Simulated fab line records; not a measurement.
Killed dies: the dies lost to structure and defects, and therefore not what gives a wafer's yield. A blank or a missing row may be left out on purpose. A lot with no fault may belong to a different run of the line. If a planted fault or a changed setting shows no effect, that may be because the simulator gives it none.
The same fault as seen by 2 desks	flow sky130	what lay behind the numbers comes last; until then each desk has only its own

## FROM THE METROLOGY DESK
What the gauges read for every lot (on any tool): the sampled wafers with a number, averaged. The brackets show how far a lot's mean lies from the usual mean; more than 4 standard deviations puts the lot out of limits, marked OUT.
Columns: A = VIA1_W_THK at SKY_VIA1_THK_MEAS_23, usual 273 nm; B = cd-nm at SKY_VIA2_CD_MEAS_12, usual 200.5 nm
lot	first seen here	A	B
L577	day 33 20:35	274	199.2
L578	day 34 02:58	272	199.5
L579	day 34 14:59	274	200.8
L581	day 35 06:43	269	200.5
L582	day 35 21:31	270	200.6
L585	day 36 13:26	280	201.3
L586	day 36 13:31	269	199.6
L593	day 39 21:44	271	199.9
L595	day 39 23:19	266	200.1
L594	day 40 02:08	272	199.2
L596	day 40 02:11	268	196.9
L598	day 40 08:50	272	202.6
L599	day 40 13:53	271	197.5
Result from this desk: across the 13 lots, nothing is out of limits.

## DESK OF THE TOOL OWNER: litho-track-02
The tool's own readings at SKY_VIA2_COAT_07 (resist thk 450 nm): means of the sampled wafers that have a number, for each lot that ran on this tool. The brackets show how far a lot's mean lies from the usual mean; more than 4 standard deviations puts the lot out of limits, marked OUT.
Columns: A = resist-line-temp-C at SKY_VIA2_COAT_07, usual 23.01 C; B = spin-speed-rpm at SKY_VIA2_COAT_07, usual 3000.1 rpm
lot	first seen here	A	B
L577	day 35 13:00	22.94	2998.1
L579	day 36 07:00	23.05	3000.5
L586	day 38 06:00	23.01	2999.3
L593	day 41 12:00	22.97	3068.3 (+34) OUT
L594	day 41 15:00	23.01	3069.8 (+35) OUT
This desk's finding: out of limits on L593, L594; first on L593, day 41 12:00 (spin-speed-rpm at SKY_VIA2_COAT_07). L577, L579, L586 stayed within limits.

## ALL TOGETHER
The tool owner's desk had the chance to raise an alarm at day 41 12:00 on L593, L594.
From the metrology desk's view, nothing was out of limits.
The metrology desk holds a record of L593, L594, inside its limits.
Every lot named ran SKY_VIA2_COAT_07 on litho-track-02.

## WHAT WAS PUT IN BY THE SIMULATOR
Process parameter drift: litho-track-02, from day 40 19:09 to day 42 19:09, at SKY_VIA2_COAT_07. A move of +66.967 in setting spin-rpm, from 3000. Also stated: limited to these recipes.
Lots struck among those shown: L593, L594.
Each desk's first reading out of limits, in hours after the fault started: the tool owner's desk, 17.
